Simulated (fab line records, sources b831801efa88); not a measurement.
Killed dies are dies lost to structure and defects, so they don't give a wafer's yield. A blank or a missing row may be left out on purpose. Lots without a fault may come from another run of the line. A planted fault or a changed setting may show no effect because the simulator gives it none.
fab line records | flow sky130
record lots=11 wafers=33 last_day=50
route steps=708 shown CONTACT@429 VIA1@471 METAL4@602 PAD_OPEN@708
lots that met no fault: from a run of the same line without faults
start_h: hours from the record's first day to the start of the lot's first wafer shown | wait_h: hours since the lot's step before | " the same as in the row above | L1.1+2: a row that stands for several wafers | - no value, or no start given | * or withheld: withheld | < > ~ a bound
route shown NAME@n: a module of which the file shows steps, and the number in the route of the first | usual: mean/standard deviation of fault-free wafers | same: alike in all rows | chamber/n: place in a boat | sites: the reading at each site | _std_site: their standard deviation | _edge_site: outer sites' mean less inner sites' | radius_mm: how far each site lies from the wafer's centre | mask NAME#n: copy n | behind: the tool/chamber that last shaped the wafer | hold: why the lot was held/for how many hours/how that ended | device: the transistor (n, p or np) that didn't switch | end of line: the same wafers' tests at the end of the route | a step without rows: its recipe alone | killed: dies lost to structure and defects at the first sort, not the wafer's yield | map: a wafer's dies, x killed, . not, _ none there
set.NAME: the setting as run; set.NAME@STEP: as run at that earlier step | model.NAME: the simulator's own value behind a step, which no gauge read
steps of the route over a sample of lots; a table a step, a row a wafer
services: from which hour (start_h, from the record's first day; less than 0 if before it) a tool's chamber was out of use, for how many hours, and why
## steps
# step SKY_CONTACT_SPUTTER_23
# recipe material=TiN target_thk_nm=20 chamber_pressure_pa=5 power_w=4000 time_s=80
# usual throttle_valve_pct=30.7/1
# columns lot.wafer tool chamber start_h wait_h throttle_valve_pct
L654.1 pvd_sputter-01 - 749.93 0.0 32.2
L654.4 " - " " 30.7
L654.5 " - " " 29.1
L655.1 pvd_sputter-04 - 759.27 0.0 30.6
L655.3 " - " " 30.2
L655.5 " - " " 29.2
L656.2 pvd_sputter-03 - 767.07 0.0 31.9
L656.4 " - " " 30.0
L656.6 " - " " 30.1
L657.2 pvd_sputter-03 - 781.56 0.0 32.3
L657.4 " - " " 32.1
L657.6 " - " " 32.1
L666.1 pvd_sputter-03 - 849.69 0.0 32.1
L666.3 " - " " 30.4
L666.5 " - " " 32.0
L669.1 pvd_sputter-03 - 878.96 0.0 32.2
L669.2 " - " " 30.0
L669.3 " - " " 32.1
L671.1 pvd_sputter-03 - 886.08 0.0 30.0
L671.4 " - " " 32.1
L671.6 " - " " 31.9
L670.3 pvd_sputter-01 - 890.38 0.0 29.7
L670.4 " - " " 32.2
L670.5 " - " " 30.8
L672.2 pvd_sputter-03 - 891.91 0.0 30.1
L672.3 " - " " 30.3
L672.4 " - " " 32.0
L673.4 pvd_sputter-03 - 896.19 0.0 30.0
L673.5 " - " " 32.0
L673.6 " - " " 29.9
L675.1 pvd_sputter-01 - 908.25 0.0 30.8
L675.2 " - " " 32.3
L675.4 " - " " 29.9
# step SKY_CONTACT_THK_MEAS_26
# recipe thk_meas_gauge=xrf reads=W_of_CONTACT_CVD_24
# usual CONTACT_W_THK=336/7.7
# columns lot.wafer tool chamber start_h wait_h CONTACT_W_THK[nm]
L654.1 film_metro-02 - 750.22 0.1 325
L654.4 " - " " 325
L654.5 " - " " 347
L655.1 film_metro-02 - 759.56 0.1 325
L655.3 " - " " 342
L655.5 " - " " 345
L656.2 film_metro-01 - 767.37 0.1 335
L656.4 " - " " 333
L656.6 " - " " 339
L657.2 film_metro-01 - 781.86 0.1 335
L657.4 " - " " 329
L657.6 " - " " 330
L666.1 film_metro-03 - 849.98 0.1 347
L666.3 " - " " 347
L666.5 " - " " 331
L669.1 film_metro-02 - 879.25 0.1 349
L669.2 " - " " 332
L669.3 " - " " 331
L671.1 film_metro-02 - 886.37 0.1 325
L671.4 " - " " 325
L671.6 " - " " 323
L670.3 film_metro-01 - 890.69 0.1 326
L670.4 " - " " 328
L670.5 " - " " 324
L672.2 film_metro-02 - 892.22 0.1 338
L672.3 " - " " 339
L672.4 " - " " 336
L673.4 film_metro-02 - 896.51 0.1 349
L673.5 " - " " 347
L673.6 " - " " 335
L675.1 film_metro-03 - 908.54 0.1 335
L675.2 " - " " 341
L675.4 " - " " 338
# step SKY_VIA1_OVL_MEAS_13
# usual VIA1_OVL=-3/5.6
# columns lot.wafer tool chamber start_h wait_h VIA1_OVL[nm]
L654.1 overlay-02 - 805.07 0.1 -4
L654.4 " - " " -1
L654.5 " - " " -5
L655.1 overlay-02 - 814.49 0.1 -3
L655.3 " - " " -7
L655.5 " - " " -5
L656.2 overlay-02 - 823.40 0.1 -9
L656.4 " - " " -13
L656.6 " - " " -2
L657.2 overlay-02 - 836.70 0.1 2
L657.4 " - " " 4
L657.6 " - " " -1
L666.1 overlay-01 - 904.44 0.1 1
L666.3 " - " " -1
L666.5 " - " " -6
L669.1 overlay-01 - 931.26 0.1 3
L669.2 " - " " 6
L669.3 " - " " 2
L671.1 overlay-02 - 939.22 0.1 -2
L671.4 " - " " -3
L671.6 " - " " -1
L670.3 overlay-01 - 942.60 0.1 -1
L670.4 " - " " 6
L670.5 " - " " -2
L672.2 overlay-02 - 944.49 0.1 2
L672.3 " - " " 6
L672.4 " - " " 3
L673.4 overlay-02 - 949.41 0.1 -1
L673.5 " - " " 3
L673.6 " - " " -12
L675.1 overlay-01 - 961.14 0.1 -7
L675.2 " - " " -6
L675.4 " - " " -6
# step SKY_METAL4_SPUTTER_04
# recipe material=TiN target_thk_nm=70 power_w=6500 time_s=58.3 chamber_pressure_pa=0.4
# usual throttle_valve_pct=30.6/1
# columns lot.wafer tool chamber start_h wait_h throttle_valve_pct
L654.1 pvd_sputter-03 - 942.82 0.0 31.9
L654.4 " - " " 32.2
L654.5 " - " " 30.5
L655.1 pvd_sputter-03 - 951.54 0.0 32.4
L655.3 " - " " 32.2
L655.5 " - " " 30.2
L656.2 pvd_sputter-03 - 959.97 0.0 30.2
L656.4 " - " " 32.2
L656.6 " - " " 31.9
L657.2 pvd_sputter-03 - 971.60 0.0 30.1
L657.4 " - " " 31.9
L657.6 " - " " 30.1
L666.1 pvd_sputter-01 - 1033.39 0.0 30.7
L666.3 " - " " 29.2
L666.5 " - " " 29.3
L669.1 pvd_sputter-03 - 1057.31 0.0 32.4
L669.2 " - " " 30.0
L669.3 " - " " 30.2
L671.1 pvd_sputter-01 - 1064.90 0.0 32.5
L671.4 " - " " 29.3
L671.6 " - " " 30.8
L670.3 pvd_sputter-01 - 1068.52 0.0 29.7
L670.4 " - " " 29.3
L670.5 " - " " 31.2
L672.2 pvd_sputter-03 - 1071.12 0.0 30.1
L672.3 " - " " 29.9
L672.4 " - " " 32.1
L673.4 pvd_sputter-03 - 1073.42 0.0 30.3
L673.5 " - " " 31.9
L673.6 " - " " 30.1
L675.1 pvd_sputter-03 - 1082.98 0.0 31.9
L675.2 " - " " 29.9
L675.4 " - " " 30.3
# step SKY_METAL4_METAL_ETCH_18
# recipe target_depth_a=8450 stop_on=SiO2 over_etch_frac=0.3 time_s=183.1 chemistry=Cl2/BCl3 resist_sidewall_deg=88 pressure_mtorr=10 icp_w=900 bias_w=48.5 Cl2_flow_sccm=60 bcl3_flow_sccm=30
# usual drypump_motor_current_A=5.70/0.27 oes_product_au=0.865/0.0071 throttle_valve_pct=22.263/0.01
# columns lot.wafer tool chamber start_h wait_h drypump_motor_current_A oes_product_au rf_hours_counter_h throttle_valve_pct
L654.1 rie_metal-04 1 992.27 0.0 5.62 0.868 16 22.249
L654.4 " 0 " " 5.60 0.860 - 22.266
L654.5 " 0 " " 5.60 0.870 - 22.274
L655.1 rie_metal-04 1 1000.76 0.0 5.61 0.862 16 22.264
L655.3 " 1 " " 5.58 0.864 - 22.266
L655.5 " 1 " " 5.59 0.860 - 22.278
L656.2 rie_metal-04 1 1008.32 0.0 5.63 0.886 17 22.269
L656.4 " 0 " " 5.62 0.884 - 22.261
L656.6 " 0 " " 5.62 0.860 - 22.257
L657.2 rie_metal-04 1 1019.19 0.0 5.62 0.885 17 22.271
L657.4 " 1 " " 5.62 0.893 - 22.279
L657.6 " 1 " " 5.61 0.864 - 22.254
L666.1 rie_metal-01 0 1079.48 0.0 5.23 0.878 8 22.271
L666.3 " 1 " " 5.90 0.867 - 22.258
L666.5 " 1 " " 5.90 0.886 - 22.255
L669.1 rie_metal-01 0 1101.39 0.0 5.22 0.868 9 22.252
L669.2 " 1 " " 5.89 0.869 27 22.255
L669.3 " 0 " " 5.23 0.870 - 22.283
L671.1 rie_metal-03 1 1107.84 0.0 5.90 0.875 20 22.244
L671.4 " 1 " " 5.90 0.874 - 22.261
L671.6 " 1 " " 5.90 0.874 - 22.257
L670.3 rie_metal-03 1 1110.45 0.1 5.94 0.872 - 22.269
L670.4 " 0 " " 6.14 0.869 - 22.260
L670.5 " 1 " " 5.92 0.867 - 22.260
L672.2 rie_metal-01 0 1113.48 0.0 5.23 0.871 10 22.273
L672.3 " 0 " " 5.23 0.866 - 22.264
L672.4 " 1 " " 5.91 0.860 - 22.249
L673.4 rie_metal-04 0 1116.04 0.2 5.60 0.874 - 22.279
L673.5 " 0 " " 5.62 0.867 - 22.277
L673.6 " 0 " " 5.59 0.872 - 22.277
L675.1 rie_metal-03 0 1124.91 0.0 6.10 0.871 26 22.261
L675.2 " 1 " " 5.91 0.866 22 22.258
L675.4 " 1 " " 5.90 0.869 - 22.275
# step SKY_PAD_OPEN_PROBE_99
# usual defect_limited_yield=82.5/2 killed_at_M0_to_M3=44/7 killed_at_M4_up=3.0/1.7 killed_at_contacts=24/5.2 killed_at_front_end=15/4.8 killed_at_other=0.2/0.56 killed_dies=86/9.7 killed_on_rim=17/4.1 killed_open=47/7.1 killed_short=39/6.3 sort_bin_3_pad_short=0.9/0.4 sort_bin_5_function=10.3/1.6 sort_bin_6_memory=6.3/1.2 sort_n_pass=406/9.7 sort_yield_pct=82.5/2
# same gross_dies=492 killed_at_back_side=0 sort_bin_4_leakage[%]=0 sort_bin_8_speed[%]=0
# columns lot.wafer tool chamber start_h wait_h defect_limited_yield[%] killed_at_M0_to_M3 killed_at_M4_up killed_at_contacts killed_at_front_end killed_at_other killed_dies killed_on_rim killed_open killed_short sort_bin_3_pad_short[%] sort_bin_5_function[%] sort_bin_6_memory[%] sort_n_pass sort_yield_pct[%]
L655.1 prober-01 - 1097.44 0.1 82.5 44 0 28 14 0 86 21 41 45 1.0 9.1 7.3 406 82.5
L655.3 prober-01 - 1097.54 0.2 81.3 51 3 23 15 0 92 16 57 35 1.4 8.7 8.5 400 81.3
L655.5 prober-01 - 1097.64 0.2 82.3 42 4 23 18 0 87 20 48 39 0.6 10.4 6.7 405 82.3
L657.2 prober-01 - 1112.09 0.1 79.3 45 7 24 26 0 102 22 52 50 1.2 11.6 7.9 390 79.3
L657.4 prober-01 - 1112.19 0.2 81.7 50 2 20 18 0 90 20 47 43 1.0 10.8 6.5 402 81.7
L657.6 prober-01 - 1112.29 0.2 85.0 42 1 22 9 0 74 17 43 31 0.6 8.7 5.7 418 85.0
L666.1 prober-02 - 1163.82 0.1 82.9 35 2 27 19 1 84 23 37 47 1.4 10.4 5.3 408 82.9
L666.3 prober-02 - 1163.92 0.2 83.3 46 6 19 10 1 82 21 45 37 0.6 9.3 6.7 410 83.3
L666.5 prober-02 - 1164.02 0.2 80.9 42 3 28 21 0 94 13 49 45 0.6 12.2 6.3 398 80.9
# killed by level:class
L655.1 VIA1:geometric_particle:short=12 VIA1:geometric_particle:open=10 CONTACT:geometric_particle:open=8 LI_CONTACT:geometric_particle:open=6 VIA2:geometric_particle:open=6 LOCAL_INTERCONNECT:geometric_particle:short=5 CONTACT:geometric_particle:short=5 FIELD_ISO:geometric_particle:short=4
L655.3 VIA1:geometric_particle:open=14 CONTACT:geometric_particle:open=8 VIA3:geometric_particle:open=8 METAL3:geometric_particle:short=6 VIA2:geometric_particle:open=6 FIELD_ISO:geometric_particle:open=5 LI_CONTACT:geometric_particle:open=5 LI_CONTACT:geometric_particle:short=5
L655.5 CONTACT:geometric_particle:open=13 VIA1:geometric_particle:open=13 METAL2:geometric_particle:short=9 LI_CONTACT:geometric_particle:open=6 FIELD_ISO:geometric_particle:open=5 METAL1:geometric_particle:short=5 VIA1:geometric_particle:short=5 FIELD_ISO:geometric_particle:short=4
L657.2 CONTACT:geometric_particle:open=10 FIELD_ISO:geometric_particle:open=8 VIA1:geometric_particle:short=7 METAL2:geometric_particle:short=7 CONTACT:geometric_particle:short=5 METAL1:geometric_particle:short=5 VIA1:geometric_particle:open=5 VIA3:geometric_particle:open=5
L657.4 VIA1:geometric_particle:open=10 VIA3:geometric_particle:open=10 METAL1:geometric_particle:short=8 FIELD_ISO:geometric_particle:open=6 CONTACT:geometric_particle:open=6 FIELD_ISO:geometric_particle:short=5 LI_CONTACT:geometric_particle:short=4 CONTACT:geometric_particle:short=4
L657.6 VIA3:geometric_particle:open=9 VIA1:geometric_particle:open=9 CONTACT:geometric_particle:open=8 METAL1:geometric_particle:short=5 VIA2:geometric_particle:open=5 FIELD_ISO:geometric_particle:open=4 CONTACT:geometric_particle:short=4 LOCAL_INTERCONNECT:geometric_particle:short=3
L666.1 CONTACT:geometric_particle:open=8 VIA1:geometric_particle:open=8 LOCAL_INTERCONNECT:geometric_particle:short=7 METAL1:geometric_particle:short=7 VIA2:geometric_particle:open=6 CONTACT:geometric_particle:short=5 POLY_GATE:geometric_particle:short=5 LI_CONTACT:geometric_particle:open=5
L666.3 VIA1:geometric_particle:open=11 VIA1:geometric_particle:short=7 VIA3:geometric_particle:open=7 LI_CONTACT:geometric_particle:open=6 METAL2:geometric_particle:short=6 VIA2:geometric_particle:open=6 CONTACT:geometric_particle:open=5 METAL1:geometric_particle:short=5
L666.5 LI_CONTACT:geometric_particle:open=10 VIA3:geometric_particle:open=9 VIA1:geometric_particle:open=9 LOCAL_INTERCONNECT:geometric_particle:short=6 METAL1:geometric_particle:short=6 POLY_GATE:geometric_particle:short=5 CONTACT:geometric_particle:open=5 FIELD_ISO:geometric_particle:short=4
## services
# columns tool chamber start_h hours kind
pvd_sputter-04 - 729.79 3.8 repair
pvd_sputter-04 - 752.41 1.8 repair
pvd_sputter-03 - 753.10 0.8 repair
pvd_sputter-01 - 754.63 6.9 repair
pvd_sputter-03 - 773.69 4.9 repair
rie_metal-04 - 791.00 2.8 pm
rie_metal-03 - 816.32 1.4 pm
pvd_sputter-01 - 901.78 2.0 repair
pvd_sputter-04 - 904.16 0.9 repair
rie_metal-03 0 906.95 2.2 repair
rie_metal-04 0 908.29 1.8 repair
pvd_sputter-01 - 918.80 6.6 repair
rie_metal-04 0 923.60 20.7 repair
rie_metal-03 - 958.19 2.8 pm
rie_metal-04 - 959.22 4.3 pm
pvd_sputter-04 - 963.20 8.8 repair
rie_metal-01 0 975.19 22.9 repair
rie_metal-03 - 981.81 0.2 repair
pvd_sputter-04 - 992.93 1.3 repair
rie_metal-04 - 1008.66 1.3 repair
rie_metal-04 1 1042.70 9.7 repair
pvd_sputter-04 - 1049.80 10.7 repair
pvd_sputter-04 - 1066.53 0.6 repair
rie_metal-04 1 1110.79 17.1 repair
## key
first_sign step=SKY_METAL4_METAL_ETCH_18 reading=oes_product_au direction=up sigmas=3.1 usual=0.865 struck=0.887
effect none on later readings
met_at SKY_METAL4_SPUTTER_04
struck_lots L656,L657
struck_wafers L656.2,L656.4,L657.2,L657.4
not_acting_at SKY_CONTACT_SPUTTER_23,SKY_CONTACT_THK_MEAS_26,SKY_VIA1_OVL_MEAS_13
onset_between 951.54 959.97
fault kind=process_parameter_drift tool=pvd_sputter-03 chamber=- onset_h=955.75 steps=SKY_METAL4_SPUTTER_04 channel=target_thk_nm offset=37.996 shape=step end_h=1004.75 scope=struck_wafers_only acts_in=these_recipes_only stated=70
